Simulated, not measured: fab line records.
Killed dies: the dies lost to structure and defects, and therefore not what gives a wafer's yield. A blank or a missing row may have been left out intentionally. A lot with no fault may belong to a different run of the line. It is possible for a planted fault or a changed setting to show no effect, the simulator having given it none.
Which tool was responsible? -- flow sky130 -- Sampling: 11 lots, 33 wafers, 2 of 708 route steps

## WHAT THE GAUGES SHOWED, per wafer
SKY_NWELL_OVL_MEAS_10.
lot,measured,on,NWELL_00_OVL (nm)
L326,day 4 19:11,overlay-01,1.8 0.4 -0.3
L327,day 4 23:53,overlay-02,0.6 -0.2 0.7
L328,day 5 05:26,overlay-02,0.7 0.3 1.3
L329,day 5 12:02,overlay-02,1.3 0.3 1.8
L331,day 5 22:59,overlay-01,0.6 -1.3 0.6
L334,day 6 21:52,overlay-02,- - -
L338,day 7 19:08,overlay-01,-1.2 1.4 1.9
L343,day 9 00:29,overlay-01,-0.9 0.1 -1.8
L344,day 9 02:50,overlay-01,0.0 0.9 1.4
L345,day 9 09:23,overlay-01,-0.8 -2.3 -1.3
L348,day 10 06:47,overlay-02,2.6 1.6 0.1

## EACH LOT AND THE TOOL THAT RAN IT (in order: tool; ch and the chambers of the sampled wafers; start)
lot,SKY_NWELL_EXPOSE_07
L326,"iline_stepper-01 ch 0, day 4 10:34"
L327,"iline_stepper-01 ch 0, day 4 15:47"
L328,"iline_stepper-02 ch 0, day 4 20:58"
L329,"iline_stepper-01 ch 0, day 5 03:13"
L331,"iline_stepper-02 ch 0, day 5 14:16"
L334,"iline_stepper-01 ch 0, day 6 12:30"
L338,"iline_stepper-01 ch 0, day 7 09:37"
L343,"iline_stepper-02 ch 0, day 8 14:16"
L344,"iline_stepper-01 ch 0, day 8 17:44"
L345,"iline_stepper-02 ch 0, day 8 22:10"
L348,"iline_stepper-01 ch 0, day 9 19:53"
- SKY_NWELL_EXPOSE_07: exposes mask NWM, target cd 840 nm.

## THE ANSWER, worked out from the rows above alone
Rule: the usual values come from the lots themselves. The widest of any qualifying gaps counts: lots, ordered by their means at a reading, are off when they make up no more than a third of the lots, leave a main group of 4 or more, and stand apart from it by 3 or more times the standard deviation of that group's means. A main group whose means are all the same, to the digits that the tables above print for the reading, isn't used. Also off: a lot with no number at a reading for which 4 or more lots have one. Any other lot the step has rows for is counted as sound.
Off: at SKY_NWELL_OVL_MEAS_10 (NWELL_00_OVL), L334. Without a number there: L334. The main group: mean 0.3 nm, standard deviation 0.85.
If a tool, at a process step before that reading, ran all the lots that are off and no sound lot after the first of them, it fits. Those tools and the gauges at SKY_NWELL_OVL_MEAS_10 are tried in the same way. Not one of the candidates tried fits.

## WHAT THE SIMULATOR HAD INSERTED
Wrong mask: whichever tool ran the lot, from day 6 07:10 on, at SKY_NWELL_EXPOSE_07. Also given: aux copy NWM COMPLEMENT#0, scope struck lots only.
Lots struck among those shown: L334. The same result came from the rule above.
